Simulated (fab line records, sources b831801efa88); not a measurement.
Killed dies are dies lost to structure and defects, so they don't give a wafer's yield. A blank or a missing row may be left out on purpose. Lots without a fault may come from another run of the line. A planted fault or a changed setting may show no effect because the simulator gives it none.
Problem report in the 8D (eight disciplines) form, filled by code | flow sfq_line | the parts of the form that need people (team, actions taken, sign-off) are left out

1. THE PROBLEM
run_length_s at SFQ_TRILAYER_M3_BARC_OPEN_METAL_ETCH_100 reads a mean of 80.1 s on 2 wafers of 2 lots; wafers without a fault read 69.8 s with a standard deviation of 0.45. That is +23 standard deviations from the usual mean.
The step: etches BARC in O2, target depth 125 nm, time 41.7 s.
First seen on wafer L622.5, day 39 08:23, on rie_metal-03. The record holds 42 wafers of 14 lots with a number at this step. Rule for "out", or "out of limits": more than 4 standard deviations from the usual mean. The other wafers with a number count as sound.

2. WHAT IT IS AND WHAT IT IS NOT
question                    | is                           | is not
which readings at this step | run_length_s, oes_product_au | drypump_motor_current_A
which lots                  | L622, L625                   | L618, L619, L626, L631, L632, L633, L635, L636, L638, L639, L640, L641
which wafers of those lots  | L622.5, L625.1               | L622.3, L622.6, L625.2, L625.3
read on which tools         | rie_metal-03                 | rie_metal-02, rie_metal-04
when                        | from day 39 08:23            | up to then (8 sound wafers); but 32 sound wafers of L625, L626, L631, L632, L633, L635, L636, L638, L639, L640, L641 came after

3. SUSPECTS, AND WHAT RULES EACH OUT
Counting: a tool at a process step up to the reading stays a suspect if it ran every lot that is out. Sound lots after the first of them don't rule it out here, since some wafers of a struck lot are sound.
- rie_metal-01 at SFQ_TRILAYER_M2_STRIP_STRIP_061 (strips in O2): kept. It ran every lot that is out, first L622 (day 32 09:56); its last sound lot up to then is L619 (day 31 08:18).
- rie_metal-03 at SFQ_TRILAYER_M3_BARC_OPEN_METAL_ETCH_100 (etches BARC in O2, target depth 125 nm, time 41.7 s): kept. It ran every lot that is out, first L622 (day 39 08:23); its last sound lot up to then is L619 (day 38 03:25). Its own readings are out on those wafers: oes_product_au, run_length_s.
- Within rie_metal-03 at SFQ_TRILAYER_M3_BARC_OPEN_METAL_ETCH_100: the wafers that are out ran in chamber 1; their sound lot-mates ran in chamber 0.
Left after counting: rie_metal-01 at SFQ_TRILAYER_M2_STRIP_STRIP_061, rie_metal-03 at SFQ_TRILAYER_M3_BARC_OPEN_METAL_ETCH_100.

4. THE CAUSE (what the simulator had put in)
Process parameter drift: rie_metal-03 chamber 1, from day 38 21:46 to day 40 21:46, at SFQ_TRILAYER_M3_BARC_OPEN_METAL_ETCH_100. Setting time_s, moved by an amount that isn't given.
Counting left 2 suspects, and this tool is among them.

5. THE CHAIN OF EFFECTS, in route order
Each row: a reading whose mean over the struck wafers that have a number lies more than 3 standard deviations from the usual. Only readings for which the record gives a usual standard deviation are gone through. hours: the time from each lot's start at the first step in this table that gives one to its start at this step, as a median over the lots. sigmas: the change in usual standard deviations.
hours | step                                     | reading        | usual      | on struck wafers | change | sigmas
0     | SFQ_TRILAYER_M3_BARC_OPEN_METAL_ETCH_100 | oes_product_au | 0.685 a.u. | 0.617            | -0.068 | -15
0     | SFQ_TRILAYER_M3_BARC_OPEN_METAL_ETCH_100 | run_length_s   | 69.8 s     | 80.1             | +10.3  | +23
The process steps in it:
- SFQ_TRILAYER_M3_BARC_OPEN_METAL_ETCH_100: etches BARC in O2, target depth 125 nm, time 41.7 s.

6. WHAT WOULD HAVE CAUGHT IT SOONER
In this record the first reading out of limits was taken at day 39 08:23, 11 hours after the fault began at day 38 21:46.
